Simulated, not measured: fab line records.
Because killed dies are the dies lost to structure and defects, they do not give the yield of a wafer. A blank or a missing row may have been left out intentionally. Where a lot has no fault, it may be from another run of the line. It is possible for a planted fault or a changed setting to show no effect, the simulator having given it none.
Shared-tool check + flow sky130 + Lots sampled 11, wafers sampled 33

REASON FOR OPENING
Of 11 lots, 2 have the reading NWELL_TW flagged at SKY_NWELL_TW_MEAS_15. No-fault wafers: 1838, standard deviation 12.
Rule: flag the lot when none of its wafers has a number, or when each of its wafers that has one lies beyond 4 standard deviations from that mean. The rest of the lots are taken to be sound.

| lot  | measured     | on           | NWELL_TW, wafer by wafer | flag    |
|------|--------------|--------------|--------------------------|---------|
| L829 | day 5 12:40  | filmMetro-04 | 1834 1830 1834           |         |
| L830 | day 5 19:50  | filmMetro-04 | 1833 1836 1824           |         |
| L831 | day 5 21:11  | filmMetro-04 | 1845 1834 1845           |         |
| L832 | day 6 03:35  | filmMetro-02 | 1836 1836 1841           |         |
| L834 | day 6 22:01  | filmMetro-01 | 1836 1837 1849           |         |
| L836 | day 7 10:43  | filmMetro-01 | 1834 1838 1842           |         |
| L840 | day 8 06:31  | filmMetro-01 | 1835 1855 1851           |         |
| L841 | day 8 09:46  | filmMetro-04 | 1833 1833 1829           |         |
| L843 | day 8 20:50  | filmMetro-02 | 2109 2114 2113           | FLAGGED |
| L846 | day 9 13:08  | filmMetro-01 | 2097 2100 2103           | FLAGGED |
| L848 | day 10 06:55 | filmMetro-04 | 1823 1836 1828           |         |
The mean of the flagged lots' numbers is 2106, +268 from the usual (+22 standard deviations).

LOT BY LOT: THE TOOL USED
The record holds 2 process steps before the reading, out of a route of 708 steps. Every cell lists first the tool, next ch and the chambers used by the sampled wafers, and last the start.
| lot  | flag    | SKY_FIELD_ISO_STRIP_16             | SKY_NWELL_IMPLANT_11            |
|------|---------|------------------------------------|---------------------------------|
| L829 |         | plasmaAsher-01 ch 0,1, day 3 01:42 | implanter-01 ch 0, day 5 12:07  |
| L830 |         | plasmaAsher-01 ch 0,1, day 3 08:31 | implanter-04 ch 0, day 5 19:19  |
| L831 |         | plasmaAsher-03 ch 0,1, day 3 10:52 | implanter-04 ch 0, day 5 20:40  |
| L832 |         | plasmaAsher-04 ch 0,1, day 3 16:11 | implanter-01 ch 0, day 6 03:04  |
| L834 |         | plasmaAsher-03 ch 0,1, day 4 07:29 | implanter-04 ch 0, day 6 21:29  |
| L836 |         | plasmaAsher-04 ch 0,1, day 4 15:47 | implanter-03 ch 0, day 7 10:10  |
| L840 |         | plasmaAsher-01 ch 0,1, day 5 12:21 | implanter-03 ch 0, day 8 05:58  |
| L841 |         | plasmaAsher-01 ch 1, day 5 15:56   | implanter-04 ch 0, day 8 09:14  |
| L843 | FLAGGED | plasmaAsher-04 ch 0,1, day 6 02:41 | implanter-01 ch 0, day 8 20:20  |
| L846 | FLAGGED | plasmaAsher-01 ch 0,1, day 6 17:52 | implanter-01 ch 0, day 9 12:38  |
| L848 |         | plasmaAsher-01 ch 1, day 7 05:53   | implanter-04 ch 0, day 10 06:23 |
What these steps do:
- SKY_FIELD_ISO_STRIP_16: strips in O2/N2.
- SKY_NWELL_IMPLANT_11
- SKY_NWELL_TW_MEAS_15

FLAGGED AGAINST TOTAL, ONE TOOL AT A TIME (gauges that did the reading follow at the end)
| step                   | tool           | lots run | flagged | share of the flagged lots | sound lots run after its first flagged lot |
|------------------------|----------------|----------|---------|---------------------------|--------------------------------------------|
| SKY_FIELD_ISO_STRIP_16 | plasmaAsher-01 | 6        | 1       | some                      | 1 (L848)                                   |
| SKY_FIELD_ISO_STRIP_16 | plasmaAsher-03 | 2        | 0       | none                      | -                                          |
| SKY_FIELD_ISO_STRIP_16 | plasmaAsher-04 | 3        | 1       | some                      | 0                                          |
| SKY_NWELL_IMPLANT_11   | implanter-01   | 4        | 2       | all                       | 0                                          |
| SKY_NWELL_IMPLANT_11   | implanter-03   | 2        | 0       | none                      | -                                          |
| SKY_NWELL_IMPLANT_11   | implanter-04   | 5        | 0       | none                      | -                                          |
| SKY_NWELL_TW_MEAS_15   | filmMetro-01   | 4        | 1       | some                      | 0                                          |
| SKY_NWELL_TW_MEAS_15   | filmMetro-02   | 2        | 1       | some                      | 0                                          |
| SKY_NWELL_TW_MEAS_15   | filmMetro-04   | 5        | 0       | none                      | -                                          |

THE TABLE: WHAT IT ALLOWS
1 row of the table ran every flagged lot: implanter-01 at SKY_NWELL_IMPLANT_11.
- implanter-01 at SKY_NWELL_IMPLANT_11: 2 of its 4 lots flagged. Its last sound lot is L832 (day 6 03:04), its first flagged lot L843 (day 8 20:20): a fault that began between those two fits. Its own readings lie more than 4 standard deviations out on every wafer of the flagged lots: doseIonsCm2, faradayCurrentUA.
Just one tool remains: implanter-01 at SKY_NWELL_IMPLANT_11.

WHAT HAD BEEN PUT IN BY THE SIMULATOR
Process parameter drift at SKY_NWELL_IMPLANT_11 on implanter-01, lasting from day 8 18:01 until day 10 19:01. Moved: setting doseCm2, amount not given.
Shown lots that were struck: L843, L846. The rule above found the same.
